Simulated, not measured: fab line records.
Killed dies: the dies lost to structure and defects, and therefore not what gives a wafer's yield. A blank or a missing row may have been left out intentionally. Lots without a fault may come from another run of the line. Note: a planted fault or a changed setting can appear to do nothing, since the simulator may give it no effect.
fab line records	flow sky130
record lots=6	wafers=18	lastDay=49
route steps=708 shown LI_CONTACT@369 PAD_OPEN@708
lots that met no fault: from a run of the same line without faults
startH: hours from the record's opening day to when the first of the lot's shown wafers began	waitH: time in hours since the lot's previous step	" same as the row above	L1.1+2: one row covering several wafers at once	- no value present, or no start provided	* or withheld: withheld	< > ~ a bound
route shown NAME@n: names a module that has steps shown in the file, with the first one's number in the route	usual: average and standard deviation across the fault-free wafers	same: alike in all rows	chamber/n: place in a boat	sites: each site's reading	_std_site: how widely they spread, as a standard deviation	_edge_site: outer sites' mean less inner sites'	radiusMm: for every site, how far away it sits from the centre of the wafer	mask NAME#n: copy n	behind: the most recent tool/chamber to have shaped the wafer	hold: cause of the lot's hold/its duration in hours/its outcome	device: names the non-switching transistor (n, p or np)	end of line: the same wafers' tests at the end of the route	where a step has no rows: the recipe by itself	killed: dies that structure and defects cost at the first sort, which is not the same as the wafer's yield	map: a wafer's dies, x killed, . not, _ none there
set.NAME: the setting as run; set.NAME@STEP: as run at that earlier step	model.NAME: the simulator's own value behind a step, which no gauge read
certain route steps with their lots: each step a table, each wafer a row
services: when a tool's chamber went out of use (startH, in hours from the record's first day, below 0 if earlier), for how many hours, and the reason
## steps
# step SKY_LI_CONTACT_COAT_07
# recipe resist=KrF-thick	spinRpm=3000	resistThkNm=450
# step SKY_LI_CONTACT_SOFTBAKE_08
# recipe tempC=100	timeS=90	resist=KrF-thick
# step SKY_LI_CONTACT_EXPOSE_09
# recipe maskId=LICM1	na=0.8	sourceShape=annular	sigmaInner=0.55	sigmaOuter=0.85	targetCdNm=170	doseMj=38
# step SKY_LI_CONTACT_PEB_10
# recipe pebTempC=withheld	pebTimeS=withheld	resist=KrF-thick
# step SKY_LI_CONTACT_DEVELOP_11
# recipe developTimeS=60	resist=KrF-thick	devTempC=21
# step SKY_LI_CONTACT_CD_MEAS_12
# recipe targetCdNm=170
# usual cdNm=170.0/1.4
lot.wafer	tool	chamber	startH	waitH	cdNm
L220.1	cdSem-02	-	706.85	-	171.7
L220.3	"	-	"	"	172.8
L220.5	"	-	"	"	170.3
L225.1	cdSem-02	-	738.98	-	173.2
L225.4	"	-	"	"	171.1
L225.6	"	-	"	"	170.6
L226.1	cdSem-01	-	744.98	-	169.7
L226.5	"	-	"	"	169.9
L226.6	"	-	"	"	170.6
L233.3	cdSem-02	-	796.12	-	169.3
L233.5	"	-	"	"	168.6
L233.6	"	-	"	"	170.5
L235.1	cdSem-02	-	817.40	-	170.8
L235.3	"	-	"	"	169.7
L235.5	"	-	"	"	170.8
L236.2	cdSem-01	-	825.17	-	167.0
L236.3	"	-	"	"	167.2
L236.4	"	-	"	"	167.7
# step SKY_LI_CONTACT_OVL_MEAS_13
# usual LI_CONTACT_OVL=-1/4.6
lot.wafer	tool	chamber	startH	waitH	LI_CONTACT_OVL[nm]
L220.1	overlay-02	-	706.97	0.1	-17
L220.3	"	-	"	"	-12
L220.5	"	-	"	"	-7
L225.1	overlay-01	-	739.10	0.1	-4
L225.4	"	-	"	"	-2
L225.6	"	-	"	"	0
L226.1	overlay-01	-	745.10	0.1	4
L226.5	"	-	"	"	4
L226.6	"	-	"	"	-6
L233.3	overlay-02	-	796.21	0.1	3
L233.5	"	-	"	"	-7
L233.6	"	-	"	"	-1
L235.1	overlay-01	-	817.52	0.1	1
L235.3	"	-	"	"	-1
L235.5	"	-	"	"	-4
L236.2	overlay-01	-	825.28	0.1	1
L236.3	"	-	"	"	6
L236.4	"	-	"	"	-3
# step SKY_LI_CONTACT_ETCH_14
# recipe chemistry=N2/H2	target=BARC	ionEnergyEv=200	sourceW=500	biasW=100	pressureMtorr=30	n2FlowSccm=100	h2FlowSccm=200	stopOn=SiO2	timeS=45.9	targetDepthA=600
# usual drypumpMotorCurrentA=5.95/0.23	oesProductAu=0.854/0.0048	throttleValvePct=13.224/0.009
lot.wafer	tool	chamber	startH	waitH	drypumpMotorCurrentA	oesProductAu	rfHoursCounterH	throttleValvePct
L220.1	rieDiel-04	2	707.00	0.0	5.74	0.862	37	13.233
L220.3	"	3	"	"	5.90	0.858	-	13.216
L220.5	"	2	"	"	5.73	0.856	-	13.209
L225.1	rieDiel-03	2	739.14	0.0	5.92	0.856	7	13.232
L225.4	"	0	"	"	6.38	0.856	18	13.225
L225.6	"	0	"	"	6.40	0.853	-	13.214
L226.1	rieDiel-04	0	745.14	0.0	5.70	0.856	38	13.223
L226.5	"	1	"	"	6.16	0.861	-	13.239
L226.6	"	0	"	"	5.67	0.861	-	13.220
L233.3	rieDiel-04	2	796.23	0.0	5.71	0.848	0	13.228
L233.5	"	2	"	"	5.74	0.850	-	13.230
L233.6	"	3	"	"	5.93	0.853	-	13.227
L235.1	rieDiel-04	2	817.56	0.0	5.76	0.862	1	13.217
L235.3	"	0	"	"	5.67	0.857	0	13.232
L235.5	"	2	"	"	5.79	0.856	-	13.225
L236.2	rieDiel-03	3	825.31	0.0	6.23	0.853	8	13.229
L236.3	"	1	"	"	5.58	0.856	11	13.225
L236.4	"	2	"	"	5.90	0.852	9	13.226
# step SKY_LI_CONTACT_ETCH_15
# recipe target=PSG	chemistry=C4F8/O2/Ar	stopOn=Si	taperDeg=4.15	maskMaterial=KrF-thick	sourceW=1500	biasW=1200	pressureMtorr=40	c4f8FlowSccm=withheld	O2_flow_sccm=6	Ar_flow_sccm=300	timeS=withheld	targetDepthA=6000
# usual oesProductAu=0.838/0.0041
lot.wafer	tool	chamber	startH	waitH	oesProductAu
L220.1	rieDiel-04	2	707.07	0.0	0.841
L220.3	"	3	"	"	0.838
L220.5	"	2	"	"	0.847
L225.1	rieDiel-03	2	739.18	0.0	0.837
L225.4	"	0	"	"	0.837
L225.6	"	0	"	"	0.834
L226.1	rieDiel-04	0	745.18	0.0	0.847
L226.5	"	1	"	"	0.831
L226.6	"	0	"	"	0.837
L233.3	rieDiel-04	2	796.27	0.0	0.833
L233.5	"	2	"	"	0.840
L233.6	"	3	"	"	0.837
L235.1	rieDiel-04	2	817.60	0.0	0.839
L235.3	"	0	"	"	0.836
L235.5	"	2	"	"	0.837
L236.2	rieDiel-03	3	825.35	0.0	0.835
L236.3	"	1	"	"	0.831
L236.4	"	2	"	"	0.840
# step SKY_LI_CONTACT_STRIP_16
# recipe chemistry=O2/N2	powerW=1400	pressureMtorr=1500	platenTempC=withheld	o2FlowSccm=3000	n2FlowSccm=300	overashFraction=0.5
# usual drypumpMotorCurrentA=5.7/0.51	oesProductAu=0.377/0.0047	stripTimeToEndpointS=3.513/0.029
lot.wafer	tool	chamber	startH	waitH	drypumpMotorCurrentA	oesProductAu	rfHoursCounterH	stripTimeToEndpointS
L220.1	plasmaAsher-02	1	707.20	-	5.7	0.376	54	3.546
L220.3	"	1	"	"	5.7	0.376	-	3.539
L220.5	"	1	"	"	5.7	0.379	-	3.554
L225.1	plasmaAsher-01	1	739.26	-	5.6	0.374	30	3.461
L225.4	"	0	"	"	5.3	0.369	-	3.474
L225.6	"	0	"	"	5.3	0.377	-	3.462
L226.1	plasmaAsher-03	1	745.26	-	5.6	0.370	90	3.504
L226.5	"	1	"	"	5.5	0.385	-	3.544
L226.6	"	0	"	"	6.6	0.371	-	3.493
L233.3	plasmaAsher-02	1	796.39	-	5.7	0.379	-	3.537
L233.5	"	0	"	"	5.3	0.372	-	3.521
L233.6	"	1	"	"	5.7	0.377	-	3.509
L235.1	plasmaAsher-03	1	817.68	-	5.5	0.380	98	3.510
L235.3	"	1	"	"	5.6	0.374	-	3.522
L235.5	"	1	"	"	5.5	0.377	-	3.518
L236.2	plasmaAsher-02	0	825.43	-	5.3	0.378	66	3.473
L236.3	"	0	"	"	5.3	0.374	-	3.488
L236.4	"	1	"	"	5.7	0.380	-	3.435
# step SKY_LI_CONTACT_CLEAN_17
# recipe chemistry=NMP	timeS=600	tempC=60	dry=n2Spin
# step SKY_LI_CONTACT_PRE_CLEAN_18
# recipe gas=Ar	timeS=5.6	biasV=358
# step SKY_LI_CONTACT_SPUTTER_19
# recipe material=Ti	targetThkNm=20	chamberPressurePa=5	powerW=2500	substrateTempC=200	timeS=106.37
# usual cathodeDcPowerW=2500.1/0.44	chamberPressurePa=5.000/0.0099	throttleValvePct=30.1/1.2
lot.wafer	tool	chamber	startH	waitH	cathodeDcPowerW	chamberPressurePa	throttleValvePct
L220.1	pvdSputter-04	-	707.49	0.0	2499.7	5.006	29.9
L220.3	"	-	"	"	2499.8	4.989	30.8
L220.5	"	-	"	"	2500.0	4.991	32.8
L225.1	pvdSputter-02	-	739.56	0.0	-	-	-
L225.4	"	-	"	"	-	-	-
L225.6	"	-	"	"	-	-	-
L226.1	pvdSputter-03	-	745.56	0.0	-	-	-
L226.5	"	-	"	"	-	-	-
L226.6	"	-	"	"	-	-	-
L233.3	pvdSputter-03	-	796.66	0.0	2500.5	4.999	31.5
L233.5	"	-	"	"	2500.6	5.003	31.8
L233.6	"	-	"	"	2499.2	5.006	30.1
L235.1	pvdSputter-03	-	817.98	0.0	2500.2	5.015	30.4
L235.3	"	-	"	"	2500.5	5.020	31.9
L235.5	"	-	"	"	2499.5	5.008	31.7
L236.2	pvdSputter-02	-	825.74	0.0	2499.7	4.984	29.8
L236.3	"	-	"	"	2499.9	5.003	28.6
L236.4	"	-	"	"	2500.2	4.995	29.6
# step SKY_LI_CONTACT_SPUTTER_20
# recipe material=TiN	targetThkNm=20	chamberPressurePa=5	powerW=4000	timeS=80
# usual cathodeDcPowerW=4000.0/0.75	chamberPressurePa=5.001/0.011	throttleValvePct=30.1/1.2
lot.wafer	tool	chamber	startH	waitH	cathodeDcPowerW	chamberPressurePa	throttleValvePct
L220.1	pvdSputter-04	-	707.57	0.0	3998.8	5.002	29.8
L220.3	"	-	"	"	4000.5	4.996	30.5
L220.5	"	-	"	"	3998.9	4.988	32.7
L225.1	pvdSputter-02	-	739.63	0.0	4000.4	5.005	28.7
L225.4	"	-	"	"	3999.7	5.015	29.4
L225.6	"	-	"	"	3998.9	5.013	28.6
L226.1	pvdSputter-03	-	745.63	0.0	4000.1	5.001	29.5
L226.5	"	-	"	"	3999.1	5.004	30.2
L226.6	"	-	"	"	3999.8	4.989	31.5
L233.3	pvdSputter-03	-	796.73	0.0	3999.7	5.009	31.7
L233.5	"	-	"	"	4000.5	5.016	31.9
L233.6	"	-	"	"	3999.8	5.009	30.5
L235.1	pvdSputter-03	-	818.05	0.0	4000.6	5.005	30.3
L235.3	"	-	"	"	4000.2	4.999	31.6
L235.5	"	-	"	"	4000.4	5.003	31.6
L236.2	pvdSputter-02	-	825.82	0.0	3999.7	4.979	30.1
L236.3	"	-	"	"	4000.2	4.995	28.8
L236.4	"	-	"	"	4000.0	4.999	29.5
# step SKY_PAD_OPEN_PROBE_99
# usual killed_at_M0_to_M3=43/7	killed_at_M4_up=3.1/2	killedAtContacts=24/5.3	killedAtFrontEnd=15/4.2	killedAtOther=0.4/0.66	killedDies=86/9.5	killedOnRim=17/3.9	killedOpen=47/7.4	killedShort=38/6.2
# same grossDies=492	killedAtBackSide=0
lot.wafer	tool	chamber	startH	waitH	killed_at_M0_to_M3	killed_at_M4_up	killedAtContacts	killedAtFrontEnd	killedAtOther	killedDies	killedOnRim	killedOpen	killedShort
L220.1	prober-02	-	1097.15	0.1	45	3	24	9	0	81	16	42	39
L220.3	prober-02	-	1097.25	0.2	42	3	27	14	0	86	23	52	32
L220.5	prober-02	-	1097.35	0.2	51	0	25	11	2	89	19	49	36
L225.1	prober-01	-	1123.44	0.1	25	5	444	17	1	492	96	53	27
L225.4	prober-01	-	1123.59	0.2	41	3	426	21	1	492	96	54	34
L225.6	prober-01	-	1123.69	0.2	36	2	434	20	0	492	96	41	40
L226.1	prober-02	-	1126.93	0.1	36	1	442	13	0	492	96	37	34
L226.5	prober-02	-	1127.13	0.2	48	2	423	19	0	492	96	44	42
L226.6	prober-02	-	1127.18	0.2	37	2	440	13	0	492	96	50	32
L233.3	prober-02	-	1162.13	0.2	44	1	24	20	0	89	14	47	42
L233.5	prober-02	-	1162.23	0.2	42	0	36	15	1	94	18	49	44
L233.6	prober-02	-	1162.28	0.2	46	1	29	18	1	95	20	54	40
L235.1	prober-02	-	1177.35	0.1	44	2	21	17	1	85	16	53	31
L235.3	prober-02	-	1177.45	0.2	42	1	15	13	2	73	14	35	38
L235.5	prober-02	-	1177.55	0.2	35	5	18	22	0	80	16	43	36
L236.2	prober-01	-	1181.77	0.1	42	3	23	17	1	86	14	42	43
L236.3	prober-01	-	1181.82	0.2	45	6	31	22	0	104	23	60	44
L236.4	prober-01	-	1181.87	0.2	45	3	26	15	1	90	21	56	34
# killed by level:class
L220.1 CONTACT:geometricParticle:open=11 VIA1:geometricParticle:open=11 VIA1:geometricParticle:short=8 CONTACT:geometricParticle:short=5 VIA3:geometricParticle:short=5 METAL2:geometricParticle:short=5 LI_CONTACT:geometricParticle:open=4 VIA3:geometricParticle:open=4
L220.3 VIA1:geometricParticle:open=14 LI_CONTACT:geometricParticle:open=11 VIA3:geometricParticle:open=8 CONTACT:geometricParticle:open=7 METAL1:geometricParticle:short=5 FIELD_ISO:geometricParticle:open=4 CONTACT:geometricParticle:short=4 VIA1:geometricParticle:short=4
L220.5 CONTACT:geometricParticle:open=12 VIA1:geometricParticle:open=10 METAL2:geometricParticle:short=9 LI_CONTACT:geometricParticle:open=7 VIA3:geometricParticle:open=7 METAL1:geometricParticle:short=5 VIA1:geometricParticle:short=5 VIA2:geometricParticle:open=5
L225.1 LI_CONTACT:areaSputter=412 CONTACT:geometricParticle:open=13 VIA1:geometricParticle:open=8 LI_CONTACT:geometricParticle:open=7 FIELD_ISO:geometricParticle:short=6 VIA2:geometricParticle:open=6 LOCAL_INTERCONNECT:geometricParticle:short=5 CONTACT:geometricParticle:short=5
L225.4 LI_CONTACT:areaSputter=404 CONTACT:geometricParticle:open=10 VIA1:geometricParticle:open=9 VIA3:geometricParticle:open=8 FIELD_ISO:geometricParticle:short=5 VIA2:geometricParticle:open=5 FIELD_ISO:geometricParticle:open=4 SPACER:geometricParticle:open=4
L225.6 LI_CONTACT:areaSputter=411 VIA1:geometricParticle:open=8 FIELD_ISO:geometricParticle:short=7 LOCAL_INTERCONNECT:geometricParticle:short=6 CONTACT:geometricParticle:open=6 VIA3:geometricParticle:open=6 CONTACT:geometricParticle:short=5 LI_CONTACT:geometricParticle:open=5
L226.1 LI_CONTACT:areaSputter=421 VIA1:geometricParticle:open=9 CONTACT:geometricParticle:open=7 METAL1:geometricParticle:short=7 CONTACT:geometricParticle:short=5 VIA2:geometricParticle:open=5 VIA3:geometricParticle:open=5 LOCAL_INTERCONNECT:geometricParticle:short=4
L226.5 LI_CONTACT:areaSputter=406 VIA1:geometricParticle:open=9 VIA3:geometricParticle:open=8 METAL2:geometricParticle:short=8 FIELD_ISO:geometricParticle:short=6 VIA1:geometricParticle:short=6 VIA2:geometricParticle:open=6 POLY_GATE:geometricParticle:open=4
L226.6 LI_CONTACT:areaSputter=410 CONTACT:geometricParticle:open=15 VIA3:geometricParticle:open=10 LI_CONTACT:geometricParticle:open=7 FIELD_ISO:geometricParticle:short=5 VIA1:geometricParticle:short=5 VIA2:geometricParticle:open=5 METAL1:geometricParticle:short=4
L233.3 VIA2:geometricParticle:open=9 FIELD_ISO:geometricParticle:open=7 CONTACT:geometricParticle:open=7 METAL1:geometricParticle:short=7 VIA1:geometricParticle:open=6 POLY_GATE:geometricParticle:open=6 VIA1:geometricParticle:short=6 LI_CONTACT:geometricParticle:open=5
L233.5 CONTACT:geometricParticle:open=10 VIA2:geometricParticle:open=10 LI_CONTACT:geometricParticle:open=9 CONTACT:geometricParticle:short=8 VIA3:geometricParticle:open=5 FIELD_ISO:geometricParticle:open=5 LOCAL_INTERCONNECT:geometricParticle:short=5 VIA1:geometricParticle:open=5
L233.6 VIA1:geometricParticle:open=15 CONTACT:geometricParticle:open=9 FIELD_ISO:geometricParticle:short=8 LI_CONTACT:geometricParticle:open=8 FIELD_ISO:geometricParticle:open=6 LOCAL_INTERCONNECT:geometricParticle:short=5 METAL2:geometricParticle:short=5 VIA3:geometricParticle:open=5
L235.1 VIA1:geometricParticle:open=11 LI_CONTACT:geometricParticle:open=9 VIA3:geometricParticle:open=8 CONTACT:geometricParticle:open=6 VIA2:geometricParticle:open=6 POLY_GATE:geometricParticle:short=4 POLY_GATE:geometricParticle:open=4 METAL1:geometricParticle:short=4
L235.3 VIA1:geometricParticle:open=9 VIA1:geometricParticle:short=6 VIA2:geometricParticle:open=6 CONTACT:geometricParticle:open=5 METAL2:geometricParticle:short=5 VIA3:geometricParticle:open=5 FIELD_ISO:geometricParticle:open=4 POLY_GATE:geometricParticle:short=4
L235.5 LI_CONTACT:geometricParticle:open=8 POLY_GATE:geometricParticle:open=7 VIA1:geometricParticle:open=7 VIA3:geometricParticle:open=5 FIELD_ISO:geometricParticle:open=4 POLY_GATE:geometricParticle:short=4 METAL1:geometricParticle:short=4 METAL2:geometricParticle:short=4
L236.2 VIA1:geometricParticle:open=12 CONTACT:geometricParticle:open=10 METAL2:geometricParticle:short=10 LI_CONTACT:geometricParticle:open=6 POLY_GATE:geometricParticle:short=5 FIELD_ISO:geometricParticle:short=4 LI_CONTACT:geometricParticle:short=4 VIA1:geometricParticle:short=4
L236.3 VIA1:geometricParticle:open=12 LI_CONTACT:geometricParticle:open=12 CONTACT:geometricParticle:open=9 METAL1:geometricParticle:short=7 VIA3:geometricParticle:open=7 FIELD_ISO:geometricParticle:short=6 FIELD_ISO:geometricParticle:open=5 CONTACT:geometricParticle:short=5
L236.4 VIA1:geometricParticle:open=12 CONTACT:geometricParticle:open=10 METAL2:geometricParticle:short=7 LI_CONTACT:geometricParticle:open=6 VIA3:geometricParticle:open=6 FIELD_ISO:geometricParticle:open=5 LOCAL_INTERCONNECT:geometricParticle:short=5 VIA2:geometricParticle:open=5
# map L225.1 (x killed, . not)
__________xxxxxxxxxx_________
________xxxxxxxxxxxxxx_______
______xxxxxxxxxxxxxxxxxx_____
_____xxxxxxxxxxxxxxxxxxxx____
____xxxxxxxxxxxxxxxxxxxxxx___
___xxxxxxxxxxxxxxxxxxxxxxxx__
__xxxxxxxxxxxxxxxxxxxxxxxxxx_
_xxxxxxxxxxxxxxxxxxxxxxxxxxxx
_xxxxxxxxxxxxxxxxxxxxxxxxxxxx
_xxxxxxxxxxxxxxxxxxxxxxxxxxxx
_xxxxxxxxxxxxxxxxxxxxxxxxxxxx
_xxxxxxxxxxxxxxxxxxxxxxxxxxxx
_xxxxxxxxxxxxxxxxxxxxxxxxxxxx
_xxxxxxxxxxxxxxxxxxxxxxxxxxxx
_xxxxxxxxxxxxxxxxxxxxxxxxxxxx
__xxxxxxxxxxxxxxxxxxxxxxxxxx_
___xxxxxxxxxxxxxxxxxxxxxxxx__
____xxxxxxxxxxxxxxxxxxxxxx___
_____xxxxxxxxxxxxxxxxxxxx____
______xxxxxxxxxxxxxxxxxx_____
________xxxxxxxxxxxxxx_______
__________xxxxxxxxxx_________
# map L226.1 (x killed, . not)
__________xxxxxxxxxx_________
________xxxxxxxxxxxxxx_______
______xxxxxxxxxxxxxxxxxx_____
_____xxxxxxxxxxxxxxxxxxxx____
____xxxxxxxxxxxxxxxxxxxxxx___
___xxxxxxxxxxxxxxxxxxxxxxxx__
__xxxxxxxxxxxxxxxxxxxxxxxxxx_
_xxxxxxxxxxxxxxxxxxxxxxxxxxxx
_xxxxxxxxxxxxxxxxxxxxxxxxxxxx
_xxxxxxxxxxxxxxxxxxxxxxxxxxxx
_xxxxxxxxxxxxxxxxxxxxxxxxxxxx
_xxxxxxxxxxxxxxxxxxxxxxxxxxxx
_xxxxxxxxxxxxxxxxxxxxxxxxxxxx
_xxxxxxxxxxxxxxxxxxxxxxxxxxxx
_xxxxxxxxxxxxxxxxxxxxxxxxxxxx
__xxxxxxxxxxxxxxxxxxxxxxxxxx_
___xxxxxxxxxxxxxxxxxxxxxxxx__
____xxxxxxxxxxxxxxxxxxxxxx___
_____xxxxxxxxxxxxxxxxxxxx____
______xxxxxxxxxxxxxxxxxx_____
________xxxxxxxxxxxxxx_______
__________xxxxxxxxxx_________
## services
tool	chamber	startH	hours	kind
rieDiel-04	1	704.55	23.6	repair
rieDiel-04	0	706.85	10.2	repair
pvdSputter-03	-	763.60	1.4	repair
rieDiel-04	2	771.82	-	clean
rieDiel-04	2	771.82	13.5	scheduledDown
rieDiel-04	2	771.82	13.5	ventCycle
rieDiel-04	0	785.32	-	clean
rieDiel-04	0	785.32	25.7	scheduledDown
rieDiel-04	0	785.32	25.7	ventCycle
rieDiel-03	1	788.56	5.6	repair
plasmaAsher-02	-	791.74	2.6	repair
plasmaAsher-03	-	809.57	1.3	repair
pvdSputter-04	-	816.39	3.8	repair
plasmaAsher-01	-	818.40	0.4	repair
rieDiel-04	-	823.39	2.8	pm
pvdSputter-03	-	824.07	3.8	repair
## key
firstSign step=SKY_LI_CONTACT_SPUTTER_19	reading=toolRecord	direction=missing
effect step=SKY_PAD_OPEN_PROBE_99	reading=killedAtContacts	direction=up	sigmas=77	usual=24	struck=435
moreKillsBornAt SKY_LI_CONTACT_SPUTTER_19@pvdSputter-03=1237	SKY_LI_CONTACT_SPUTTER_19@pvdSputter-02=1227
metAt SKY_LI_CONTACT_SPUTTER_19
struckWafers L225.1,L225.4,L225.6,L226.1,L226.5,L226.6
laterRowsLeftOut L225.1,L225.4,L225.6,L226.1,L226.5,L226.6
testerLeftOut L225,L226
fault kind=skippedStepWhole	tool=pvdSputter-02,pvdSputter-03	chamber=-	onsetH=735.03	steps=SKY_LI_CONTACT_SPUTTER_19	scope=struckLotsOnly
# testerLeftOut: of these lots the tester's yield and bins aren't shown, on N5 and GAA mostly nor the transistor test; their killed dies are dies lost to structure and defects alone, not to doping, threshold or leakage, so they don't give the yield
# laterRowsLeftOut: the simulator's readings of these wafers behind a module that went badly wrong aren't trusted and aren't shown, but for the sort
